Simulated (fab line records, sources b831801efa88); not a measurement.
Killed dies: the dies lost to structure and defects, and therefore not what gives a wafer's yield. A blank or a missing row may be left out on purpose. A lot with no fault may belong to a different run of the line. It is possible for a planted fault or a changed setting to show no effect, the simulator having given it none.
fab line records + flow sky130
[record]
- lots = 12
- wafers = 36
- last_day = 50
route steps=708 shown VT_ADJUST_HVTP@93 LDD_N@244 LDD_HVN@271 LDD_HVP@288 SD_P@328 PAD_OPEN@708
lots with no fault: from the same line, run without faults
start_h: the number of hours between the record's first day and the start of the first shown wafer of the lot + wait_h: time in hours since the lot's previous step + " as in the row above + L1.1+2: a single row standing in for several wafers + - no value present, or no start provided + * or withheld: withheld + < > ~ a bound
route shown NAME@n: a module of which the file shows steps, and the number in the route of the first + usual: mean/standard deviation taken from wafers without a fault + same: alike in all rows + chamber/n: place in a boat + sites: each site's reading + _std_site: their standard deviation + _edge_site: outer sites' mean less inner sites' + radius_mm: for every site, how far away it sits from the centre of the wafer + mask NAME#n: copy n + behind: tool/chamber where the wafer was last shaped + hold: reason for holding the lot/hours on hold/outcome of the hold + device: which transistor (n, p or np) failed to switch + end of line: the route-end tests of the same wafers + for a step that has no rows: nothing shown but its recipe + killed: dies that structure and defects cost at the first sort, which is not the same as the wafer's yield + map: dies across one wafer; x = killed, . = not, _ = none there
set.NAME: the run value of the setting; set.NAME@STEP: its run value at that earlier step + model.NAME: the simulator's own value behind a step, which no gauge read
the route's steps for a sample of lots (tables are steps, rows are wafers)
services: from which hour (start_h, from the record's first day; less than 0 if before it) a tool's chamber was out of use, for how many hours, and why
[[steps]]
[step SKY_VT_ADJUST_HVTP_OVL_MEAS_08]
[usual]
- VT_ADJUST_HVTP_OVL = -0.4/1.4
| lot.wafer | tool       | chamber | start_h | wait_h | VT_ADJUST_HVTP_OVL[nm] |
|-----------|------------|---------|---------|--------|------------------------|
| L532.2    | overlay-01 | -       | 123.99  | 0.1    | 0.4                    |
| L532.3    | "          | -       | "       | "      | 0.1                    |
| L532.6    | "          | -       | "       | "      | 1.7                    |
| L533.1    | overlay-01 | -       | 132.44  | 0.1    | 1.6                    |
| L533.2    | "          | -       | "       | "      | -1.2                   |
| L533.5    | "          | -       | "       | "      | 1.1                    |
| L534.1    | overlay-01 | -       | 138.96  | 0.1    | -0.6                   |
| L534.2    | "          | -       | "       | "      | -1.0                   |
| L534.6    | "          | -       | "       | "      | 0.2                    |
| L537.3    | overlay-01 | -       | 155.12  | 0.1    | -1.8                   |
| L537.4    | "          | -       | "       | "      | -0.3                   |
| L537.6    | "          | -       | "       | "      | -1.5                   |
| L538.1    | overlay-01 | -       | 159.64  | 0.1    | -1.5                   |
| L538.5    | "          | -       | "       | "      | -0.7                   |
| L538.6    | "          | -       | "       | "      | -0.3                   |
| L541.1    | overlay-01 | -       | 181.31  | 0.1    | -1.8                   |
| L541.2    | "          | -       | "       | "      | -1.4                   |
| L541.6    | "          | -       | "       | "      | -2.1                   |
| L542.3    | overlay-02 | -       | 189.75  | 0.1    | -1.5                   |
| L542.5    | "          | -       | "       | "      | -1.9                   |
| L542.6    | "          | -       | "       | "      | -1.1                   |
| L547.1    | overlay-02 | -       | 221.74  | 0.1    | -1.0                   |
| L547.4    | "          | -       | "       | "      | -1.6                   |
| L547.6    | "          | -       | "       | "      | -0.7                   |
| L550.3    | overlay-02 | -       | 237.97  | 0.1    | 0.1                    |
| L550.4    | "          | -       | "       | "      | 0.6                    |
| L550.5    | "          | -       | "       | "      | -0.2                   |
| L553.1    | overlay-01 | -       | 264.19  | 0.1    | 0.6                    |
| L553.4    | "          | -       | "       | "      | -1.2                   |
| L553.5    | "          | -       | "       | "      | 0.2                    |
| L554.3    | overlay-01 | -       | 271.40  | 0.1    | -2.3                   |
| L554.4    | "          | -       | "       | "      | -1.3                   |
| L554.6    | "          | -       | "       | "      | -0.8                   |
| L555.1    | overlay-01 | -       | 274.79  | 0.1    | 1.1                    |
| L555.4    | "          | -       | "       | "      | 1.2                    |
| L555.5    | "          | -       | "       | "      | 1.6                    |
[step SKY_LDD_N_OVL_MEAS_07]
[usual]
- LDD_N_OVL = -1.3/1.2
| lot.wafer | tool       | chamber | start_h | wait_h | LDD_N_OVL[nm] |
|-----------|------------|---------|---------|--------|---------------|
| L532.2    | overlay-02 | -       | 407.82  | 0.1    | 0.4           |
| L532.3    | "          | -       | "       | "      | -0.2          |
| L532.6    | "          | -       | "       | "      | -0.4          |
| L533.1    | overlay-01 | -       | 417.67  | 0.1    | -1.0          |
| L533.2    | "          | -       | "       | "      | -0.5          |
| L533.5    | "          | -       | "       | "      | -1.6          |
| L534.1    | overlay-02 | -       | 439.42  | 0.1    | -1.3          |
| L534.2    | "          | -       | "       | "      | -0.2          |
| L534.6    | "          | -       | "       | "      | -0.7          |
| L537.3    | overlay-01 | -       | 455.48  | 0.1    | -1.2          |
| L537.4    | "          | -       | "       | "      | -1.9          |
| L537.6    | "          | -       | "       | "      | -0.8          |
| L538.1    | overlay-02 | -       | 465.37  | 0.1    | -2.9          |
| L538.5    | "          | -       | "       | "      | -2.6          |
| L538.6    | "          | -       | "       | "      | -1.6          |
| L541.1    | overlay-01 | -       | 492.43  | 0.1    | -2.2          |
| L541.2    | "          | -       | "       | "      | -1.9          |
| L541.6    | "          | -       | "       | "      | -1.6          |
| L542.3    | overlay-01 | -       | 503.88  | 0.1    | -0.2          |
| L542.5    | "          | -       | "       | "      | 0.3           |
| L542.6    | "          | -       | "       | "      | 0.6           |
| L547.1    | overlay-02 | -       | 538.93  | 0.1    | -1.1          |
| L547.4    | "          | -       | "       | "      | -1.7          |
| L547.6    | "          | -       | "       | "      | -1.8          |
| L550.3    | overlay-01 | -       | 561.13  | 0.1    | -0.6          |
| L550.4    | "          | -       | "       | "      | -0.9          |
| L550.5    | "          | -       | "       | "      | -1.5          |
| L553.1    | overlay-01 | -       | 596.22  | 0.1    | -3.4          |
| L553.4    | "          | -       | "       | "      | -2.2          |
| L553.5    | "          | -       | "       | "      | -1.7          |
| L554.3    | overlay-01 | -       | 603.04  | 0.1    | -1.9          |
| L554.4    | "          | -       | "       | "      | -0.4          |
| L554.6    | "          | -       | "       | "      | -0.7          |
| L555.1    | overlay-02 | -       | 605.81  | 0.1    | 0.6           |
| L555.4    | "          | -       | "       | "      | 0.5           |
| L555.5    | "          | -       | "       | "      | 0.3           |
[step SKY_LDD_HVN_EXPOSE_04]
[recipe]
- mask_id = HVNTM
- na = 0.6
- source_shape = conventional
- sigma_outer = 0.6
- polarization = unpolarized
- target_cd_nm = 700
- dose_mj = 127
| lot.wafer  | tool             | chamber | start_h | wait_h | mask    |
|------------|------------------|---------|---------|--------|---------|
| L532.2+3+6 | iline_stepper-02 | 0       | 454.46  | -      | HVNTM#0 |
| L533.1+2+5 | iline_stepper-02 | 0       | 464.77  | -      | HVNTM#0 |
| L534.1+2+6 | iline_stepper-02 | 0       | 487.16  | -      | HVNTM#0 |
| L537.3+4+6 | iline_stepper-02 | 0       | 502.53  | -      | HVNTM#0 |
| L538.1+5+6 | iline_stepper-02 | 0       | 512.49  | -      | HVNTM#0 |
| L541.1+2+6 | iline_stepper-02 | 0       | 538.87  | -      | HVPTM#0 |
| L542.3+5+6 | iline_stepper-01 | 0       | 550.73  | -      | HVNTM#0 |
| L547.1+4+6 | iline_stepper-02 | 0       | 584.89  | -      | HVNTM#0 |
| L550.3+4+5 | iline_stepper-02 | 0       | 605.40  | -      | HVNTM#0 |
| L553.1+4+5 | iline_stepper-02 | 0       | 641.39  | -      | HVNTM#0 |
| L554.3+4+6 | iline_stepper-02 | 0       | 647.21  | -      | HVNTM#0 |
| L555.1+4+5 | iline_stepper-01 | 0       | 650.29  | -      | HVNTM#0 |
[step SKY_LDD_HVN_OVL_MEAS_07]
[usual]
- LDD_HVN_OVL = -1.5/1.6
| lot.wafer | tool       | chamber | start_h | wait_h | LDD_HVN_OVL[nm] |
|-----------|------------|---------|---------|--------|-----------------|
| L532.2    | overlay-01 | -       | 469.78  | 0.1    | -1.0            |
| L532.3    | "          | -       | "       | "      | -0.9            |
| L532.6    | "          | -       | "       | "      | -0.8            |
| L533.1    | overlay-01 | -       | 478.94  | 0.1    | -1.1            |
| L533.2    | "          | -       | "       | "      | -1.3            |
| L533.5    | "          | -       | "       | "      | -1.3            |
| L534.1    | overlay-01 | -       | 502.27  | 0.1    | 0.2             |
| L534.2    | "          | -       | "       | "      | -0.9            |
| L534.6    | "          | -       | "       | "      | -1.6            |
| L537.3    | overlay-01 | -       | 517.08  | 0.1    | -1.2            |
| L537.4    | "          | -       | "       | "      | -1.8            |
| L537.6    | "          | -       | "       | "      | -2.2            |
| L538.1    | overlay-02 | -       | 527.42  | 0.1    | -4.8            |
| L538.5    | "          | -       | "       | "      | -1.2            |
| L538.6    | "          | -       | "       | "      | -1.4            |
| L541.1    | overlay-01 | -       | 553.37  | 0.1    | -               |
| L541.2    | "          | -       | "       | "      | -               |
| L541.6    | "          | -       | "       | "      | -               |
| L542.3    | overlay-01 | -       | 565.03  | 0.1    | -2.3            |
| L542.5    | "          | -       | "       | "      | -2.7            |
| L542.6    | "          | -       | "       | "      | -1.4            |
| L547.1    | overlay-02 | -       | 599.24  | 0.1    | -1.1            |
| L547.4    | "          | -       | "       | "      | -0.5            |
| L547.6    | "          | -       | "       | "      | -0.2            |
| L550.3    | overlay-02 | -       | 619.63  | 0.1    | -1.6            |
| L550.4    | "          | -       | "       | "      | -1.4            |
| L550.5    | "          | -       | "       | "      | -0.8            |
| L553.1    | overlay-01 | -       | 655.64  | 0.1    | -4.0            |
| L553.4    | "          | -       | "       | "      | -5.2            |
| L553.5    | "          | -       | "       | "      | -4.0            |
| L554.3    | overlay-01 | -       | 661.00  | 0.1    | -3.4            |
| L554.4    | "          | -       | "       | "      | -1.3            |
| L554.6    | "          | -       | "       | "      | -4.6            |
| L555.1    | overlay-01 | -       | 664.56  | 0.1    | 0.2             |
| L555.4    | "          | -       | "       | "      | -0.6            |
| L555.5    | "          | -       | "       | "      | -0.6            |
[step SKY_LDD_HVN_TW_MEAS_10]
[usual]
- LDD_HVN_TW = 1440/6.6
| lot.wafer | tool          | chamber | start_h | wait_h | LDD_HVN_TW |
|-----------|---------------|---------|---------|--------|------------|
| L532.2    | film_metro-04 | -       | 470.07  | 0.1    | 1436       |
| L532.3    | "             | -       | "       | "      | 1451       |
| L532.6    | "             | -       | "       | "      | 1443       |
| L533.1    | film_metro-03 | -       | 479.23  | 0.1    | 1420       |
| L533.2    | "             | -       | "       | "      | 1427       |
| L533.5    | "             | -       | "       | "      | 1435       |
| L534.1    | film_metro-01 | -       | 502.56  | 0.1    | 1444       |
| L534.2    | "             | -       | "       | "      | 1443       |
| L534.6    | "             | -       | "       | "      | 1448       |
| L537.3    | film_metro-01 | -       | 517.38  | 0.1    | 1438       |
| L537.4    | "             | -       | "       | "      | 1433       |
| L537.6    | "             | -       | "       | "      | 1439       |
| L538.1    | film_metro-03 | -       | 527.71  | 0.1    | 1442       |
| L538.5    | "             | -       | "       | "      | 1438       |
| L538.6    | "             | -       | "       | "      | 1432       |
| L541.1    | film_metro-01 | -       | 553.66  | 0.1    | 30         |
| L541.2    | "             | -       | "       | "      | 30         |
| L541.6    | "             | -       | "       | "      | 30         |
| L542.3    | film_metro-04 | -       | 565.38  | 0.1    | 1447       |
| L542.5    | "             | -       | "       | "      | 1447       |
| L542.6    | "             | -       | "       | "      | 1451       |
| L547.1    | film_metro-03 | -       | 599.53  | 0.1    | 1439       |
| L547.4    | "             | -       | "       | "      | 1434       |
| L547.6    | "             | -       | "       | "      | 1439       |
| L550.3    | film_metro-01 | -       | 619.92  | 0.1    | 1446       |
| L550.4    | "             | -       | "       | "      | 1440       |
| L550.5    | "             | -       | "       | "      | 1451       |
| L553.1    | film_metro-03 | -       | 655.93  | 0.1    | 1437       |
| L553.4    | "             | -       | "       | "      | 1433       |
| L553.5    | "             | -       | "       | "      | 1440       |
| L554.3    | film_metro-01 | -       | 661.30  | 0.1    | 1429       |
| L554.4    | "             | -       | "       | "      | 1435       |
| L554.6    | "             | -       | "       | "      | 1437       |
| L555.1    | film_metro-03 | -       | 664.85  | 0.1    | 1438       |
| L555.4    | "             | -       | "       | "      | 1435       |
| L555.5    | "             | -       | "       | "      | 1433       |
[step SKY_LDD_HVP_TW_MEAS_10]
[usual]
- LDD_HVP_TW = 457.0/2.1
| lot.wafer | tool          | chamber | start_h | wait_h | LDD_HVP_TW |
|-----------|---------------|---------|---------|--------|------------|
| L532.2    | film_metro-04 | -       | 500.82  | 0.1    | 459.3      |
| L532.3    | "             | -       | "       | "      | 457.7      |
| L532.6    | "             | -       | "       | "      | 459.9      |
| L533.1    | film_metro-03 | -       | 510.16  | 0.1    | 455.7      |
| L533.2    | "             | -       | "       | "      | 454.3      |
| L533.5    | "             | -       | "       | "      | 454.3      |
| L534.1    | film_metro-04 | -       | 532.93  | 0.1    | 454.6      |
| L534.2    | "             | -       | "       | "      | 457.9      |
| L534.6    | "             | -       | "       | "      | 456.4      |
| L537.3    | film_metro-02 | -       | 547.63  | 0.1    | 458.4      |
| L537.4    | "             | -       | "       | "      | 457.1      |
| L537.6    | "             | -       | "       | "      | 457.3      |
| L538.1    | film_metro-02 | -       | 557.46  | 0.1    | 456.4      |
| L538.5    | "             | -       | "       | "      | 460.9      |
| L538.6    | "             | -       | "       | "      | 458.0      |
| L541.1    | film_metro-03 | -       | 583.71  | 0.1    | 1436.8     |
| L541.2    | "             | -       | "       | "      | 1447.8     |
| L541.6    | "             | -       | "       | "      | 1448.8     |
| L542.3    | film_metro-04 | -       | 594.33  | 0.1    | 460.2      |
| L542.5    | "             | -       | "       | "      | 458.2      |
| L542.6    | "             | -       | "       | "      | 463.1      |
| L547.1    | film_metro-04 | -       | 628.13  | 0.1    | 457.9      |
| L547.4    | "             | -       | "       | "      | 459.1      |
| L547.6    | "             | -       | "       | "      | 457.3      |
| L550.3    | film_metro-04 | -       | 648.70  | 0.1    | 453.1      |
| L550.4    | "             | -       | "       | "      | 456.5      |
| L550.5    | "             | -       | "       | "      | 453.5      |
| L553.1    | film_metro-02 | -       | 684.48  | 0.1    | 455.6      |
| L553.4    | "             | -       | "       | "      | 457.9      |
| L553.5    | "             | -       | "       | "      | 458.6      |
| L554.3    | film_metro-03 | -       | 690.80  | 0.1    | 455.6      |
| L554.4    | "             | -       | "       | "      | 454.5      |
| L554.6    | "             | -       | "       | "      | 458.1      |
| L555.1    | film_metro-04 | -       | 693.28  | 0.1    | 456.7      |
| L555.4    | "             | -       | "       | "      | 457.3      |
| L555.5    | "             | -       | "       | "      | 453.4      |
[step SKY_SD_P_OVL_MEAS_08]
[usual]
- SD_P_OVL = -0.7/1.2
| lot.wafer | tool       | chamber | start_h | wait_h | SD_P_OVL[nm] |
|-----------|------------|---------|---------|--------|--------------|
| L532.2    | overlay-02 | -       | 591.72  | 0.1    | 0.5          |
| L532.3    | "          | -       | "       | "      | -0.5         |
| L532.6    | "          | -       | "       | "      | -1.0         |
| L533.1    | overlay-01 | -       | 602.39  | 0.1    | 0.6          |
| L533.2    | "          | -       | "       | "      | 1.0          |
| L533.5    | "          | -       | "       | "      | 1.4          |
| L534.1    | overlay-01 | -       | 621.63  | 0.1    | 0.7          |
| L534.2    | "          | -       | "       | "      | -0.7         |
| L534.6    | "          | -       | "       | "      | -0.2         |
| L537.3    | overlay-01 | -       | 637.60  | 0.1    | -2.9         |
| L537.4    | "          | -       | "       | "      | -1.8         |
| L537.6    | "          | -       | "       | "      | -2.3         |
| L538.1    | overlay-01 | -       | 646.69  | 0.1    | -0.8         |
| L538.5    | "          | -       | "       | "      | -1.4         |
| L538.6    | "          | -       | "       | "      | -0.2         |
| L541.1    | overlay-02 | -       | 672.31  | 0.1    | -1.9         |
| L541.2    | "          | -       | "       | "      | -2.1         |
| L541.6    | "          | -       | "       | "      | -0.3         |
| L542.3    | overlay-01 | -       | 681.95  | 0.1    | -0.6         |
| L542.5    | "          | -       | "       | "      | 0.1          |
| L542.6    | "          | -       | "       | "      | 0.6          |
| L547.1    | overlay-02 | -       | 716.14  | 0.1    | -1.5         |
| L547.4    | "          | -       | "       | "      | -0.8         |
| L547.6    | "          | -       | "       | "      | -2.7         |
| L550.3    | overlay-01 | -       | 735.25  | 0.1    | -2.2         |
| L550.4    | "          | -       | "       | "      | -0.2         |
| L550.5    | "          | -       | "       | "      | -2.7         |
| L553.1    | overlay-01 | -       | 770.14  | 0.1    | -1.2         |
| L553.4    | "          | -       | "       | "      | -1.9         |
| L553.5    | "          | -       | "       | "      | -1.1         |
| L554.3    | overlay-01 | -       | 776.05  | 0.1    | -0.9         |
| L554.4    | "          | -       | "       | "      | -0.8         |
| L554.6    | "          | -       | "       | "      | -0.3         |
| L555.1    | overlay-02 | -       | 779.39  | 0.1    | -1.2         |
| L555.4    | "          | -       | "       | "      | -0.7         |
| L555.5    | "          | -       | "       | "      | -2.6         |
[step SKY_PAD_OPEN_PROBE_99]
[usual]
- killed_at_M0_to_M3 = 43/6.5
- killed_at_M4_up = 3.2/1.9
- killed_at_contacts = 25/5.5
- killed_at_front_end = 14/4.2
- killed_at_other = 0.2/0.44
- killed_dies = 85/8.5
- killed_on_rim = 16/3.3
- killed_open = 47/7
- killed_short = 39/6.3
[same]
- gross_dies = 492
- killed_at_back_side = 0
| lot.wafer | tool      | chamber | start_h | wait_h | killed_at_M0_to_M3 | killed_at_M4_up | killed_at_contacts | killed_at_front_end | killed_at_other | killed_dies | killed_on_rim | killed_open | killed_short |
|-----------|-----------|---------|---------|--------|--------------------|-----------------|--------------------|---------------------|-----------------|-------------|---------------|-------------|--------------|
| L541.1    | prober-02 | -       | 1136.94 | 0.1    | 39                 | 0               | 18                 | 435                 | 0               | 492         | 96            | 39          | 28           |
| L541.2    | prober-02 | -       | 1136.99 | 0.1    | 34                 | 0               | 19                 | 439                 | 0               | 492         | 96            | 44          | 28           |
| L541.6    | prober-02 | -       | 1137.19 | 0.2    | 36                 | 4               | 23                 | 427                 | 2               | 492         | 96            | 38          | 39           |
// killed by level:class
L541.1 LDD_HVN:area_expose=425 CONTACT:geometric_particle:open=8 VIA3:geometric_particle:open=7 VIA2:geometric_particle:open=6 METAL1:geometric_particle:short=6 VIA1:geometric_particle:open=6 VIA3:geometric_particle:short=5 VIA1:geometric_particle:short=4
L541.2 LDD_HVN:area_expose=420 VIA1:geometric_particle:open=12 LI_CONTACT:geometric_particle:open=8 CONTACT:geometric_particle:open=8 FIELD_ISO:geometric_particle:short=5 FIELD_ISO:geometric_particle:open=5 VIA3:geometric_particle:open=4 METAL1:geometric_particle:short=3
L541.6 LDD_HVN:area_expose=415 VIA3:geometric_particle:open=10 CONTACT:geometric_particle:short=9 CONTACT:geometric_particle:open=6 LI_CONTACT:geometric_particle:open=5 POLY_GATE:geometric_particle:open=4 VIA2:geometric_particle:open=4 METAL3:geometric_particle:short=4
[[services]]
| tool             | chamber | start_h | hours | kind   |
|------------------|---------|---------|-------|--------|
| iline_stepper-02 | -       | 457.75  | 1.7   | pm     |
| iline_stepper-02 | -       | 461.91  | 2.6   | repair |
| iline_stepper-01 | -       | 560.21  | 1.7   | pm     |
[[key]]
[first_sign]
- step = SKY_LDD_HVN_EXPOSE_04
- reading = mask
- direction = changed
[effect]
- step = SKY_LDD_HVN_OVL_MEAS_07
- reading = LDD_HVN_OVL
- direction = missing
[effect]
- step = SKY_LDD_HVN_TW_MEAS_10
- reading = LDD_HVN_TW
- direction = down
- sigmas = 99+
- usual = 1440
- struck = 30
[effect]
- step = SKY_LDD_HVP_TW_MEAS_10
- reading = LDD_HVP_TW
- direction = up
- sigmas = 99+
- usual = 457.0
- struck = 1444.5
[effect]
- step = SKY_PAD_OPEN_PROBE_99
- reading = killed_at_front_end
- direction = up
- sigmas = 99+
- usual = 14
- struck = 434
[more_kills_born_at]
- SKY_LDD_HVN_EXPOSE_04@iline_stepper-02 = 1260
met_at SKY_LDD_HVN_EXPOSE_04
struck_lots L541
tester_left_out L541
not_acting_at SKY_VT_ADJUST_HVTP_OVL_MEAS_08,SKY_LDD_N_OVL_MEAS_07,SKY_SD_P_OVL_MEAS_08
onset_between 512.49 538.87
[fault]
- kind = wrong_mask
- tool = any
- chamber = -
- onset_h = 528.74
- steps = SKY_LDD_HVN_EXPOSE_04
- aux_copy = HVPTM#0
- scope = struck_lots_only
// tester_left_out: of these lots the tester's yield and bins aren't shown, on N5 and GAA mostly nor the transistor test; their killed dies are dies lost to structure and defects alone, not to doping, threshold or leakage, so they don't give the yield
